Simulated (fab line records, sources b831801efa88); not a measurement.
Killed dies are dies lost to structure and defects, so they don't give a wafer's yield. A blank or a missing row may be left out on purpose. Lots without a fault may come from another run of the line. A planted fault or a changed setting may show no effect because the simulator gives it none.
Chamber matching | flow gf180mcu | GF_SAB_CVD_00 on pecvd-03: 3 sister chambers
The step deposits SiO2 from TEOS, target thk 50 nm, time 4.9302 s. 24 wafers are shown with their chamber, then 12 later ones without.

WAFERS WITH THEIR CHAMBER
wafer  | chamber | heater_power_w (W)
L075.3 | 0       | 731
L075.4 | 0       | 711
L075.5 | 1       | 630
L077.1 | 2       | 666
L077.3 | 0       | 730
L077.6 | 0       | 741
L078.1 | 2       | 781
L078.2 | 1       | 635
L078.3 | 0       | 711
L078.4 | 0       | 730
L078.5 | 1       | 654
L078.6 | 2       | 775
L083.2 | 0       | 611
L083.4 | 2       | 739
L083.5 | 1       | 687
L086.3 | 0       | 676
L086.5 | 2       | 651
L086.6 | 1       | 619
L088.1 | 2       | 756
L088.2 | 0       | 673
L088.5 | 1       | 720
L090.2 | 0       | 586
L090.3 | 1       | 709
L090.6 | 0       | 598

SIGNATURES (means of the wafers above)
reading        | chamber 0 | chamber 1 | chamber 2 | scatter within a chamber
heater_power_w | 681.64    | 664.86    | 728.00    | 53.1
Rule: a wafer's distance from a chamber is the root of the sum, over the readings, of the square of ((its reading less the chamber's mean) divided by the reading's scatter). The wafer belongs to the nearest chamber; if the next one is less than 2 further off, it can't be placed. The scatter: the root of (the sum of the squares of (reading less its chamber's mean) over the shown wafers, divided by (wafers less chambers)).

WAFERS WITHOUT THEIR CHAMBER
wafer  | heater_power_w (W)
L091.2 | 653
L091.3 | 714
L091.6 | 699
L092.1 | 737
L092.3 | 768
L092.4 | 697
L095.2 | 736
L095.4 | 655
L095.6 | 659
L096.2 | 688
L096.4 | 698
L096.6 | 757

WHICH CHAMBER EACH WENT THROUGH
wafer  | from the rows above          | in truth
L091.2 | can't be placed: 1 or 0 or 2 | 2
L091.3 | can't be placed: 2 or 0 or 1 | 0
L091.6 | can't be placed: 0 or 2 or 1 | 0
L092.1 | can't be placed: 2 or 0 or 1 | 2
L092.3 | can't be placed: 2 or 0 or 1 | 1
L092.4 | can't be placed: 0 or 2 or 1 | 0
L095.2 | can't be placed: 2 or 0 or 1 | 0
L095.4 | can't be placed: 1 or 0 or 2 | 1
L095.6 | can't be placed: 1 or 0 or 2 | 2
L096.2 | can't be placed: 0 or 1 or 2 | 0
L096.4 | can't be placed: 0 or 2 or 1 | 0
L096.6 | can't be placed: 2 or 0 or 1 | 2
Placed correctly: 0 of 12. Can't be placed from these rows: 12 (the true chamber is among the candidates in 12). Placed wrongly: 0.
